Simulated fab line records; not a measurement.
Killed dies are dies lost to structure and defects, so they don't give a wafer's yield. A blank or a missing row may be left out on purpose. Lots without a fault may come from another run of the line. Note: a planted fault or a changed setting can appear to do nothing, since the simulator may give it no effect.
Which of the tools did it? -- flow sky130 -- at 1 step of a route of 708, 15 lots with 45 wafers sampled

== WHAT THE GAUGES SHOWED, per wafer ==
SKY_GATE_OXIDE_THK_MEAS_02.
lot,measured,on,GATE_OXIDE_OXIDATION_00_THK (nm)
L431,day 13 09:25,film-metro-01,10.32 10.22 10.27
L432,day 13 20:07,film-metro-03,10.15 10.14 10.21
L433,day 13 23:56,film-metro-03,10.07 9.97 9.99
L435,day 14 06:47,film-metro-03,10.52 10.45 10.41
L437,day 14 19:16,film-metro-01,10.42 10.32 10.33
L439,day 15 17:28,film-metro-01,10.06 10.20 10.26
L441,day 16 03:28,film-metro-02,10.48 10.38 10.52
L442,day 16 11:55,film-metro-03,10.12 10.17 10.12
L444,day 17 20:14,film-metro-02,10.18 10.26 10.30
L447,day 18 04:54,film-metro-03,10.36 10.36 10.41
L448,day 18 08:49,film-metro-02,10.22 10.06 10.29
L449,day 18 20:50,film-metro-02,10.44 10.74 10.52
L452,day 20 21:41,film-metro-01,10.36 10.32 10.43
L453,day 21 03:22,film-metro-03,10.50 10.42 10.38
L454,day 21 04:47,film-metro-03,10.40 10.29 10.43

== WHICH TOOL RAN EACH LOT (tool, then ch and the chambers of the sampled wafers, then the start) ==
No process step before these readings appears in the record.

== AS READ BY THE TOOLS THEMSELVES (means over the sampled wafers that have a number; for cases with no such wafer, the mark the record gives instead) ==
The record holds no such reading with a usual standard deviation.

== THE ANSWER, worked out from the rows above alone ==
Rule: the lots themselves supply what counts as usual. The widest of any qualifying gaps counts: lots, ordered by their means at a reading, are off when they make up no more than a third of the lots, leave a main group of 4 or more, and stand apart from it by 3 or more times the standard deviation of that group's means. The tables above print the reading to a certain number of digits; a main group whose means all agree to those digits is not used. Also off: a lot with no number at a reading for which 4 or more lots have one. All remaining lots with rows at the step are treated as sound. Order of review: gauges by route order, followed by the tools' own readings, for which a lot's mean as printed above is used. At the first step where some lot is off, the reading lying furthest off is the one used; lots without a number count as furthest.
No lot is off at any reading shown: from this, nothing can be told.

== WHAT WAS PUT IN BY THE SIMULATOR ==
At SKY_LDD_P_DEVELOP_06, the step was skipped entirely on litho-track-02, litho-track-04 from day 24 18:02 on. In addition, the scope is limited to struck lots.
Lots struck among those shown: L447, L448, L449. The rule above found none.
